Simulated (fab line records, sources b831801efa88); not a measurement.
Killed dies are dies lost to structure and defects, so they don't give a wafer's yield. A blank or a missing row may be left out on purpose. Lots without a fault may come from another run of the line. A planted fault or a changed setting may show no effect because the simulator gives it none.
A struck lot beside a sound one | flow sky130 | 37 steps out of a route of 708
Sound: wafers L619.2, L619.4, L619.6. Struck: wafers L627.1, L627.4, L627.6. The cause comes at the end.
At each step with rows: each side's tool, then ch and its chambers, then its first start. Under that, the readings that differ: sound wafers | struck wafers | difference of the means | sigmas: that difference in standard deviations of wafers without a fault.
alike: readings whose means differ by less than 2 such deviations, and words and numbers that are the same on both sides. not compared: withheld readings, readings that some wafer has no value for, bounds like >300 that may hide the same value, and numbers for which the record gives no deviation and whose values overlap.
The two part at a step that has a row with sigmas, a row that says differs or no value, or rows on one side only. Numbers that don't overlap but have no deviation are shown without sigmas and don't part them. A reading that every wafer of one side lacks parts them only if that side has two wafers or more.

first, 10 steps without rows for these wafers: SKY_VIA3_ETCH_15 (etches SiO2 in C4F8/O2/Ar, stops on TiN, target depth 507 nm, time 78 s); SKY_VIA3_STRIP_16 (strips in O2/N2); SKY_VIA3_STRIP_17 (strips in post etch residue remover, time 1200 s); SKY_VIA3_CLEAN_18 (cleans in IPA, time 180 s); SKY_VIA3_CLEAN_19 (cleans in O3/DIW); SKY_VIA3_SPUTTER_20 (material TiN, target thk 20 nm, time 80 s); SKY_VIA3_CVD_21 (deposits W, target thk 390 nm, time 117.31 s); SKY_VIA3_CMP_24 (polishes, stops on SiO2, t overpolish 20 s, target thk 0 nm); SKY_METAL4_SPUTTER_00 (material Ti, target thk 15 nm, time 10 s); SKY_METAL4_SPUTTER_01 (material TiN, target thk 20 nm, time 16.7 s).
SKY_METAL4_SPUTTER_02: material AlCu, target thk 735 nm, time 39.1 s.
  sound on pvd_sputter-04, day 39 15:02; struck on pvd_sputter-04, day 41 20:56
  reading                                     | sound                | struck               | difference | sigmas
  chamber_pressure_pa (Pa)                    | 0.3991 0.3997 0.3998 | 0.3217 0.3226 0.3222 | -0.0774    | -90
  throttle_valve_pct (%)                      | 30.1 29.8 30.3       | 33.5 33.9 33.8       | +3.7       | +7
  model.AlCu_of_METAL4_SPUTTER_02.thk_nm (nm) | 749.7 748.2 747.7    | 760.6 753.7 766.2    | +11.6      |
then, 24 steps without rows for these wafers: SKY_METAL4_SPUTTER_03 (material Ti, target thk 5 nm, time 3.3 s); SKY_METAL4_SPUTTER_04 (material TiN, target thk 70 nm, time 58.3 s); SKY_CAP2M_CVD_00 (deposits SiO2, target thk 15.5 nm); SKY_CAP2M_SPUTTER_02 (material TiN, target thk 200 nm, time 166.7 s); SKY_CAP2M_DEHYDRATE_05 (time 60 s); SKY_CAP2M_HMDS_06 (prime time 60 s); SKY_CAP2M_COAT_07 (resist thk 1140 nm); SKY_CAP2M_SOFTBAKE_08 (time 60 s); SKY_CAP2M_EXPOSE_09 (exposes mask CAP2M, target cd 1000 nm); SKY_CAP2M_PEB_10; SKY_CAP2M_DEVELOP_11 (develop time 60 s); SKY_CAP2M_METAL_ETCH_13 (etches TiN in Cl2/BCl3, stops on SiO2, target depth 220 nm, time 62.9 s); SKY_CAP2M_STRIP_14 (strips in O2/N2); SKY_CAP2M_STRIP_15 (strips in post etch residue remover, time 1200 s); SKY_CAP2M_CLEAN_16 (cleans in IPA, time 180 s); SKY_CAP2M_CLEAN_17 (cleans in O3/DIW); SKY_METAL4_DEHYDRATE_05 (time 60 s); SKY_METAL4_HMDS_06 (prime time 60 s); SKY_METAL4_COAT_07 (resist thk 60 nm); SKY_METAL4_COAT_08 (resist thk 1140 nm); SKY_METAL4_SOFTBAKE_09 (time 90 s); SKY_METAL4_EXPOSE_10 (exposes mask MM4, target cd 300 nm); SKY_METAL4_PEB_11; SKY_METAL4_DEVELOP_12 (develop time 60 s).
SKY_METAL4_METAL_ETCH_18: etches the open film in Cl2/BCl3, stops on SiO2, target depth 845 nm, time 183.1 s.
  sound on rie_metal-03 ch 1, day 41 17:04; struck on rie_metal-04 ch 0,1, day 43 20:43
  reading                            | sound             | struck            | difference | sigmas
  model.METAL4.feature_depth_nm (nm) | 879.9 877.5 877.6 | 890.7 884.7 896.6 | +12.3      |
  model.etch.depth_nm (nm)           | 879.9 877.5 877.6 | 890.7 884.7 896.6 | +12.3      |
  alike: drypump_motor_current_A, oes_product_au, throttle_valve_pct
  not compared: rf_hours_counter_h
-- the record jumps here: 4 days lie between the struck wafers' starts before and after (it left off in module METAL4 and takes up again in module PAD_OPEN, whose first step shown is number 708 of the route) --
SKY_PAD_OPEN_PROBE_99:
  sound on prober-02, day 45 17:15; struck on prober-01, day 47 15:06
  reading                      | sound                   | struck                  | difference | sigmas
  model.etest.met4.line_ohm_um | 0.1411 0.143 0.1425     | 0.1383 0.1402 0.1361    | -0.0040    |
  model.etest.met4.rs_ohm_sq   | 0.04204 0.04234 0.04218 | 0.04098 0.04151 0.04074 | -0.00111   |
  alike: defect_limited_yield, killed_at_M0_to_M3, killed_at_M4_up, killed_at_contacts, killed_at_front_end, killed_dies, killed_open, killed_short, sort_bin_3_pad_short, sort_bin_5_function, sort_bin_6_memory, sort_n_pass, sort_yield_pct

WHERE THEY PART
Only at SKY_METAL4_SPUTTER_02, within this record. Later steps at which nothing parts them and some readings are alike: SKY_METAL4_METAL_ETCH_18, SKY_PAD_OPEN_PROBE_99.

WHY: what the simulator had put in
Process parameter drift: pvd_sputter-04, from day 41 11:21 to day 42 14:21, at SKY_METAL4_SPUTTER_02. Setting chamber_pressure_pa, moved by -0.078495, from 0.4. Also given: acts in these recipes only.
